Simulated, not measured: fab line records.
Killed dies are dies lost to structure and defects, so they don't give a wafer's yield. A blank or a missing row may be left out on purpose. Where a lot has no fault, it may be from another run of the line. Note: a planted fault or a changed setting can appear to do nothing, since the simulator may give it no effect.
2 desks looking at one fault || flow sky130 || numbers are kept per desk, each desk with only its own; the story behind them comes last

AT THE METROLOGY DESK
Means of the sampled wafers that have a number, per lot and without regard to the tool the lot ran on: this is what the gauges read. Marked OUT: a lot whose mean sits more than 4 standard deviations from the usual mean, which makes it out of limits; the brackets give that distance.
Columns: A = VT_ADJUST_HVTR_TW at SKY_VT_ADJUST_HVTR_TW_MEAS_11, usual 210.6; B = POLY_CUT_OVL at SKY_POLY_CUT_OVL_MEAS_09, usual -5 nm
{"lot": "L316", "first seen here": "day 9 22:28", "A": 212.1, "B": -9}
{"lot": "L318", "first seen here": "day 10 09:37", "A": 210.0, "B": -8}
{"lot": "L322", "first seen here": "day 11 14:55", "A": 210.1, "B": -10}
{"lot": "L323", "first seen here": "day 11 20:40", "A": 209.9, "B": -1}
{"lot": "L324", "first seen here": "day 12 06:46", "A": 208.4, "B": 0}
{"lot": "L325", "first seen here": "day 12 13:07", "A": 209.2, "B": -11}
{"lot": "L327", "first seen here": "day 13 02:59", "A": 210.0, "B": -7}
{"lot": "L328", "first seen here": "day 13 10:28", "A": 209.1, "B": -9}
{"lot": "L329", "first seen here": "day 13 16:40", "A": 209.0, "B": -8}
{"lot": "L332", "first seen here": "day 14 13:23", "A": 213.5, "B": 3}
{"lot": "L335", "first seen here": "day 15 10:26", "A": "143.8 (-42) OUT", "B": -9}
{"lot": "L338", "first seen here": "day 16 11:56", "A": "143.5 (-42) OUT", "B": -7}
This desk's result: L335, L338 out of limits, first on L335 (VT_ADJUST_HVTR_TW at SKY_VT_ADJUST_HVTR_TW_MEAS_11), day 15 10:26. L316, L318, L322, L323, L324, L325, L327, L328, L329, L332: within limits.

TOOL OWNER'S DESK, implanter-04
For each lot that ran on this tool, the mean over its sampled wafers that have a number, from the tool's own readings at SKY_VT_ADJUST_HVTR_IMPLANT_09. Marked OUT: a lot whose mean sits more than 4 standard deviations from the usual mean, which makes it out of limits; the brackets give that distance.
Columns: A = doseIonsCm2 at SKY_VT_ADJUST_HVTR_IMPLANT_09, usual 2.1002e+12; B = faradayCurrentUA at SKY_VT_ADJUST_HVTR_IMPLANT_09, usual 11.82
{"lot": "L324", "first seen here": "day 12 06:34", "A": 2.0986e+12, "B": 12.00}
{"lot": "L325", "first seen here": "day 12 12:52", "A": 2.1007e+12, "B": 11.82}
{"lot": "L328", "first seen here": "day 13 10:13", "A": 2.1011e+12, "B": 11.89}
{"lot": "L335", "first seen here": "day 15 10:11", "A": "5.1350e+11 (-99 or more) OUT", "B": "2.88 (-45) OUT"}
{"lot": "L338", "first seen here": "day 16 11:44", "A": "5.1557e+11 (-99 or more) OUT", "B": "2.95 (-44) OUT"}
This desk finds L335, L338 out of limits, L335 being first, at day 15 10:11 (doseIonsCm2 at SKY_VT_ADJUST_HVTR_IMPLANT_09). L324, L325, L328: within limits.

TAKEN TOGETHER
On L335, L338, at day 15 10:11, an alarm was possible from the tool owner's desk.
At day 15 10:26 the metrology desk could have sounded an alarm, on L335, L338.
On implanter-04, each named lot ran SKY_VT_ADJUST_HVTR_IMPLANT_09.

WHAT HAD BEEN PUT IN BY THE SIMULATOR
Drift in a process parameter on implanter-04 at SKY_VT_ADJUST_HVTR_IMPLANT_09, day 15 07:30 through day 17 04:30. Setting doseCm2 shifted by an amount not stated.
Lots struck among those shown: L335, L338.
Delay (hours) between the fault's onset and each desk's first out-of-limits reading: 3 at the tool owner's desk, 3 at the metrology desk.
